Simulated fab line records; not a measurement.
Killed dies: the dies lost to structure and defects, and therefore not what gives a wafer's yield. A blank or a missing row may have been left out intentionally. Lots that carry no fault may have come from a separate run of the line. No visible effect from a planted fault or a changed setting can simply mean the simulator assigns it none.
fab line records	flow sfq_line
[record] lots = 6	wafers = 18	last_day = 94
route steps=325 shown I4@177 JJ@178
lots untouched by any fault: they come from a run of this same line in which no faults occurred
start_h: start of the lot's first displayed wafer, in hours after the record's first day	wait_h: hours since the lot's step before	" same as the row above	L1.1+2: several wafers, shown together as one row	- either no value or no given start	* or withheld: withheld	< > ~ a bound
route shown NAME@n: names a module that has steps shown in the file, with the first one's number in the route	usual: the fault-free wafers' mean and standard deviation	same: alike in all rows	chamber/n: place in a boat	sites: each site's reading	_std_site: standard deviation across them	_edge_site: mean of outer sites minus mean of inner sites	radius_mm: for every site, how far away it sits from the centre of the wafer	mask NAME#n: copy n	behind: the tool/chamber that last shaped the wafer	hold: why the lot was held/for how many hours/how that ended	device: the n, p or np transistor that did not switch	end of line: tests run on the same wafers once the route is complete	a step without rows: its recipe alone	killed: dies that structure and defects cost at the first sort, which is not the same as the wafer's yield	map: a wafer's dies, x killed, . not, _ none there
set.NAME: the setting that was run; set.NAME@STEP: the one run at that earlier step	model.NAME: the simulator's own value behind a step, which no gauge read
lots at selected steps of the route; one table per step, one row per wafer
services: from which hour (start_h, from the record's first day; less than 0 if before it) a tool's chamber was out of use, for how many hours, and why
[[steps]]
[step SFQ_TRILAYER_I4_VIA_STRIP_SOLV_CLEAN_108]
[recipe] chemistry = NMP	temp_c = 70	time_s = 600
[step SFQ_TRILAYER_JJ_TRILAYER_DEP_PRE_CLEAN_113]
[recipe] gas = Ar	time_s = 22.5	bias_v = 250
[step SFQ_TRILAYER_JJ_TRILAYER_DEP_SPUTTER_109]
[recipe] material = Nb	base_pressure_pa = 1.33e-06	chamber_pressure_pa = 0.1333	substrate_temp_c = 20	target_thk_nm = 150	power_w = 2000	time_s = 100
[usual] cathode_dc_power_W = 2000.0/0.38	chamber_pressure_pa = 0.13331/0.00025	throttle_valve_pct = 29.8/1.1
lot.wafer	tool	chamber	start_h	wait_h	cathode_dc_power_W	chamber_pressure_pa	throttle_valve_pct
L849.3	pvd_sputter-05	-	1221.11	0.0	1999.8	0.13324	28.2
L849.4	"	-	"	"	2000.2	0.13307	30.6
L849.6	"	-	"	"	1999.8	0.13342	30.7
L852.1	pvd_sputter-04	-	1268.54	0.0	1999.7	0.13341	28.6
L852.2	"	-	"	"	2000.2	0.13328	30.5
L852.5	"	-	"	"	1999.2	0.13374	29.2
L858.2	pvd_sputter-05	-	1424.20	0.0	1999.8	0.13364	30.7
L858.3	"	-	"	"	1999.9	0.13316	28.8
L858.5	"	-	"	"	2000.0	0.13349	30.8
L862.3	pvd_sputter-05	-	1576.13	0.0	2000.3	0.13333	31.0
L862.5	"	-	"	"	1999.7	0.13329	29.3
L862.6	"	-	"	"	2000.5	0.13334	30.6
L864.3	pvd_sputter-04	-	1600.15	0.0	2000.6	0.13395	30.3
L864.4	"	-	"	"	1999.9	0.13313	28.5
L864.5	"	-	"	"	2000.3	0.1332	29.9
L866.1	pvd_sputter-05	-	1631.42	0.0	1999.9	0.13334	31.0
L866.2	"	-	"	"	2000.2	0.13362	27.9
L866.4	"	-	"	"	2000.2	0.13318	29.2
[step SFQ_TRILAYER_JJ_TRILAYER_DEP_SPUTTER_110]
[recipe] material = Al	base_pressure_pa = 1.33e-06	target_thk_nm = 8	power_w = 500	time_s = 10	chamber_pressure_pa = 0.4
[usual] cathode_dc_power_W = 500.00/0.091	chamber_pressure_pa = 0.4000/0.00077	throttle_valve_pct = 29.8/1.1
lot.wafer	tool	chamber	start_h	wait_h	cathode_dc_power_W	chamber_pressure_pa	throttle_valve_pct
L849.3	pvd_sputter-05	-	1221.18	0.0	499.82	0.3993	28.0
L849.4	"	-	"	"	499.93	0.3994	30.6
L849.6	"	-	"	"	499.96	0.3993	30.7
L852.1	pvd_sputter-04	-	1268.62	0.0	500.07	0.3998	28.9
L852.2	"	-	"	"	500.01	0.4005	30.3
L852.5	"	-	"	"	499.80	0.3987	29.5
L858.2	pvd_sputter-05	-	1424.27	0.0	500.02	0.3999	30.7
L858.3	"	-	"	"	499.96	0.4001	29.2
L858.5	"	-	"	"	499.92	0.4001	30.8
L862.3	pvd_sputter-05	-	1576.20	0.0	499.97	0.4010	30.9
L862.5	"	-	"	"	499.92	0.4014	29.0
L862.6	"	-	"	"	499.91	0.3995	30.5
L864.3	pvd_sputter-04	-	1600.22	0.0	500.03	0.4001	30.2
L864.4	"	-	"	"	500.01	0.3998	28.6
L864.5	"	-	"	"	500.10	0.4005	29.7
L866.1	pvd_sputter-05	-	1631.50	0.0	499.96	0.3998	30.7
L866.2	"	-	"	"	500.09	0.3997	28.1
L866.4	"	-	"	"	500.03	0.4007	29.0
[step SFQ_TRILAYER_JJ_TRILAYER_DEP_AL_OXIDATION_111]
[recipe] pressure_mbar = 0.014667	oxidation_time_s = 600	temperature_k = 293
[step SFQ_TRILAYER_JJ_TRILAYER_DEP_SPUTTER_112]
[recipe] material = Nb	base_pressure_pa = 1.33e-06	chamber_pressure_pa = 0.1333	substrate_temp_c = 20	target_thk_nm = 170	power_w = 2000	time_s = 113.3
[usual] cathode_dc_power_W = 2000.0/0.36	chamber_pressure_pa = 0.1333/0.00027	throttle_valve_pct = 29.8/1.1
lot.wafer	tool	chamber	start_h	wait_h	cathode_dc_power_W	chamber_pressure_pa	throttle_valve_pct
L849.3	pvd_sputter-05	-	1222.21	0.5	2000.4	0.13339	28.1
L849.4	"	-	"	"	2000.3	0.13299	30.6
L849.6	"	-	"	"	1999.7	0.13307	30.7
L852.1	pvd_sputter-04	-	1269.64	0.5	2000.0	0.13332	28.6
L852.2	"	-	"	"	2000.7	0.13344	30.1
L852.5	"	-	"	"	2000.3	0.1336	29.6
L858.2	pvd_sputter-05	-	1425.29	0.5	1999.5	0.13287	30.8
L858.3	"	-	"	"	2000.4	0.13316	29.2
L858.5	"	-	"	"	2000.5	0.13329	30.8
L862.3	pvd_sputter-05	-	1577.22	0.5	2000.4	0.13344	30.8
L862.5	"	-	"	"	2000.2	0.13343	29.3
L862.6	"	-	"	"	2000.4	0.13302	30.8
L864.3	pvd_sputter-04	-	1601.24	0.5	1999.8	0.13309	30.5
L864.4	"	-	"	"	2000.7	0.13322	28.9
L864.5	"	-	"	"	2000.3	0.13354	29.6
L866.1	pvd_sputter-05	-	1632.52	0.5	1999.6	0.13333	31.0
L866.2	"	-	"	"	1999.9	0.13276	28.1
L866.4	"	-	"	"	1999.7	0.13378	29.2
[step SFQ_JJ_RS_MEAS_929]
[recipe] thk_meas_gauge = four-point-probe	reads = Nb_of_TRILAYER_JJ_TRILAYER_DEP_SPUTTER_112
[usual] JJ_NB_RS = 1.051/0.0091
lot.wafer	tool	chamber	start_h	wait_h	JJ_NB_RS[ohm/sq]
L849.3	film_metro-04	-	1222.33	0.1	1.049
L849.4	"	-	"	"	1.053
L849.6	"	-	"	"	1.048
L852.1	film_metro-04	-	1269.72	0.0	1.042
L852.2	"	-	"	"	1.037
L852.5	"	-	"	"	1.032
L858.2	film_metro-04	-	1425.39	0.1	1.058
L858.3	"	-	"	"	1.061
L858.5	"	-	"	"	1.060
L862.3	film_metro-04	-	1577.34	0.1	1.055
L862.5	"	-	"	"	1.061
L862.6	"	-	"	"	1.060
L864.3	film_metro-01	-	1601.36	0.1	1.052
L864.4	"	-	"	"	1.053
L864.5	"	-	"	"	1.055
L866.1	film_metro-04	-	1632.60	0.0	1.049
L866.2	"	-	"	"	1.049
L866.4	"	-	"	"	1.044
[step SFQ_TRILAYER_JJ_CE_LITHO_COAT_119]
[recipe] resist = BARC	spin_rpm = 3000	resist_thk_nm = 62
[step SFQ_TRILAYER_JJ_CE_LITHO_COAT_114]
[recipe] resist = KrF	spin_rpm = 3000	resist_thk_nm = 608.3
[step SFQ_TRILAYER_JJ_CE_LITHO_SOFTBAKE_118]
[recipe] temp_c = withheld	time_s = withheld	resist = KrF
[step SFQ_TRILAYER_JJ_CE_LITHO_EXPOSE_115]
[recipe] mask_id = J5	na = 0.6	source_shape = conventional	sigma_outer = 0.65	target_cd_nm = 700	dose_mj = 14.4
[step SFQ_TRILAYER_JJ_CE_LITHO_PEB_117]
[recipe] peb_temp_c = 115	peb_time_s = 60	resist = KrF
lot.wafer	tool	chamber	start_h	wait_h
L849.3+4+6	litho_track-04	0	1226.11	0.7
L852.1+2+5	litho_track-02	0	1271.85	1.0
L858.2+3+5	litho_track-02	0	1476.19	0.8
L862.3+5+6	litho_track-02	0	1579.48	0.7
L864.3+4+5	litho_track-04	0	1603.50	0.7
L866.1+2+4	litho_track-04	0	1634.73	1.0
[step SFQ_TRILAYER_JJ_CE_LITHO_DEVELOP_116]
[recipe] time_s = 60	resist = KrF
[step SFQ_JJ_OVL_MEAS_931]
[usual] J5_OVL = -1/4.7
lot.wafer	tool	chamber	start_h	wait_h	J5_OVL[nm]
L849.3	overlay-01	-	1226.37	0.1	-6
L849.4	"	-	"	"	5
L849.6	"	-	"	"	-3
L852.1	overlay-02	-	1272.15	0.1	3
L852.2	"	-	"	"	6
L852.5	"	-	"	"	-4
L858.2	overlay-02	-	1476.47	0.1	3
L858.3	"	-	"	"	1
L858.5	"	-	"	"	-2
L862.3	overlay-02	-	1579.75	0.1	5
L862.5	"	-	"	"	1
L862.6	"	-	"	"	-2
L864.3	overlay-01	-	1603.76	0.1	-7
L864.4	"	-	"	"	-6
L864.5	"	-	"	"	1
L866.1	overlay-02	-	1635.03	0.1	-5
L866.2	"	-	"	"	3
L866.4	"	-	"	"	5
[step SFQ_TRILAYER_JJ_CE_METRO_MEASURE_117]
[usual] cd_nm = 700.1/1.3
lot.wafer	tool	chamber	start_h	wait_h	cd_nm
L849.3	cd_sem-01	-	1226.80	0.4	698.3
L849.4	"	-	"	"	699.6
L849.6	"	-	"	"	699.5
L852.1	cd_sem-02	-	1272.18	0.0	699.4
L852.2	"	-	"	"	698.8
L852.5	"	-	"	"	697.8
L858.2	cd_sem-02	-	1476.70	0.2	699.8
L858.3	"	-	"	"	699.4
L858.5	"	-	"	"	699.6
L862.3	cd_sem-02	-	1580.17	0.4	701.2
L862.5	"	-	"	"	702.2
L862.6	"	-	"	"	702.9
L864.3	cd_sem-02	-	1604.19	0.4	675.0
L864.4	"	-	"	"	675.9
L864.5	"	-	"	"	675.8
L866.1	cd_sem-02	-	1635.06	0.0	675.6
L866.2	"	-	"	"	676.7
L866.4	"	-	"	"	675.2
[step SFQ_TRILAYER_JJ_CE_BARC_OPEN_RIE_150]
[recipe] mask_material = PR	chemistry = O2	target_depth_nm = 240	target = BARC	icp_w = 600	bias_w = 80	pressure_mtorr = 10	time_s = 80
[usual] drypump_motor_current_A = 5.9/0.33	oes_product_au = 0.538/0.0047
lot.wafer	tool	chamber	start_h	wait_h	drypump_motor_current_A	oes_product_au	rf_hours_counter_h	model.JJ.cd_nm
L849.3	rie_metal-02	0	1227.63	0.6	5.5	0.530	-	698.8
L849.4	"	1	"	"	6.0	0.541	-	698
L849.6	"	0	"	"	5.5	0.549	-	700.7
L852.1	rie_metal-04	1	1273.38	1.0	6.4	0.532	112	699.3
L852.2	"	1	"	"	6.4	0.529	-	699.3
L852.5	"	1	"	"	6.4	0.539	-	699.1
L858.2	rie_metal-04	1	1477.70	0.8	6.3	0.536	8	699.7
L858.3	"	1	"	"	6.4	0.529	-	699.2
L858.5	"	1	"	"	6.4	0.530	-	699.6
L862.3	rie_metal-01	1	1581.00	0.6	5.9	0.532	-	701.7
L862.5	"	1	"	"	5.9	0.536	-	702.7
L862.6	"	0	"	"	5.7	0.530	-	704.1
L864.3	rie_metal-02	0	1605.02	0.6	5.5	0.535	-	674
L864.4	"	1	"	"	6.0	0.543	-	674.8
L864.5	"	1	"	"	6.0	0.536	-	675.7
L866.1	rie_metal-02	0	1636.26	1.0	5.5	0.539	40	674.4
L866.2	"	0	"	"	5.5	0.538	-	676
L866.4	"	0	"	"	5.5	0.534	-	674.6
[step SFQ_TRILAYER_JJ_CE_ETCH_RIE_118]
[recipe] target = Nb	stop_on = Al2O3	mask_material = PR	taper_deg = 13.257	over_etch_frac = 0.15	time_s = 97.7	chemistry = SF6	target_depth_nm = 170	icp_w = 600	bias_w = 80	pressure_mtorr = 10
[usual] drypump_motor_current_A = 5.9/0.33	oes_product_au = 0.985/0.0052
lot.wafer	tool	chamber	start_h	wait_h	drypump_motor_current_A	oes_product_au	rf_hours_counter_h	model.JJ.cd_nm
L849.3	rie_metal-02	0	1227.72	0.1	5.5	0.982	-	697.8
L849.4	"	1	"	"	6.0	0.979	-	696.8
L849.6	"	0	"	"	5.5	0.989	-	699.8
L852.1	rie_metal-04	1	1273.57	0.2	6.4	0.988	112	699.4
L852.2	"	1	"	"	6.4	0.991	-	698.9
L852.5	"	1	"	"	6.4	0.986	-	698.9
L858.2	rie_metal-04	1	1477.79	0.1	6.4	0.983	8	699.9
L858.3	"	1	"	"	6.4	0.989	-	699.1
L858.5	"	1	"	"	6.4	0.988	-	699.8
L862.3	rie_metal-01	1	1581.10	0.1	5.9	0.996	-	701.6
L862.5	"	1	"	"	5.9	0.986	-	702.5
L862.6	"	0	"	"	5.6	0.981	-	704.5
L864.3	rie_metal-02	0	1605.11	0.1	5.5	0.986	-	674.9
L864.4	"	1	"	"	6.0	0.981	-	674.9
L864.5	"	1	"	"	6.0	0.981	-	676.2
L866.1	rie_metal-02	0	1636.45	0.2	5.5	0.983	40	674.1
L866.2	"	0	"	"	5.4	0.984	-	675.7
L866.4	"	0	"	"	5.5	0.992	-	673.8
[step SFQ_TRILAYER_JJ_ANODIZE_ANODIZE_119]
[recipe] current_density_ma_cm2 = withheld	end_current_density_ma_cm2 = withheld	bath_temp_c = withheld
[[services]]
tool	chamber	start_h	hours	kind
pvd_sputter-04	-	1197.66	9.9	repair
pvd_sputter-04	-	1218.75	1.4	repair
rie_metal-04	1	1249.74	12.6	repair
cd_sem-02	-	1279.57	1.3	pm
pvd_sputter-04	-	1280.10	9.1	repair
pvd_sputter-04	-	1295.16	5.8	repair
cd_sem-02	-	1306.32	0.9	pm
cd_sem-02	-	1313.46	0.6	pm
cd_sem-02	-	1319.84	1.0	pm
pvd_sputter-05	-	1343.13	7.3	repair
rie_metal-02	-	1361.70	2.8	pm
pvd_sputter-05	-	1411.94	4.3	repair
pvd_sputter-04	-	1486.79	4.1	repair
cd_sem-02	-	1490.32	0.3	pm
cd_sem-02	-	1497.46	0.3	pm
cd_sem-02	-	1503.84	1.3	pm
pvd_sputter-04	-	1518.09	2.0	repair
cd_sem-02	-	1549.57	0.4	pm
cd_sem-02	-	1554.00	8.1	pm
pvd_sputter-04	-	1559.85	4.2	repair
pvd_sputter-05	-	1563.86	0.9	repair
pvd_sputter-04	-	1579.61	0.9	repair
rie_metal-02	-	1615.47	0.2	repair
pvd_sputter-05	-	1616.02	14.6	repair
[[key]]
[first_sign] step = SFQ_TRILAYER_JJ_CE_METRO_MEASURE_117	reading = cd_nm	direction = down	sigmas = 19	usual = 700.1	struck = 675.7
effect none on later readings
[model_effect] step = SFQ_TRILAYER_JJ_CE_BARC_OPEN_RIE_150	value = JJ.cd_nm	without = 698.5	struck = 674.9
[model_effect] step = SFQ_TRILAYER_JJ_CE_ETCH_RIE_118	value = JJ.cd_nm	without = 698.6	struck = 674.9
met_at SFQ_TRILAYER_JJ_CE_LITHO_PEB_117
struck_wafers L864.3,L864.4,L864.5,L866.1,L866.2,L866.4
onset_between 1226.11 1603.50
also_fits time
[fault] kind = process_parameter_drift	tool = litho_track-04	chamber = -	onset_h = 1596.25	steps = SFQ_TRILAYER_JJ_CE_LITHO_PEB_117	channel = peb_time_s	offset = *	shape = step	end_h = 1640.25	acts_in = *	stated = *
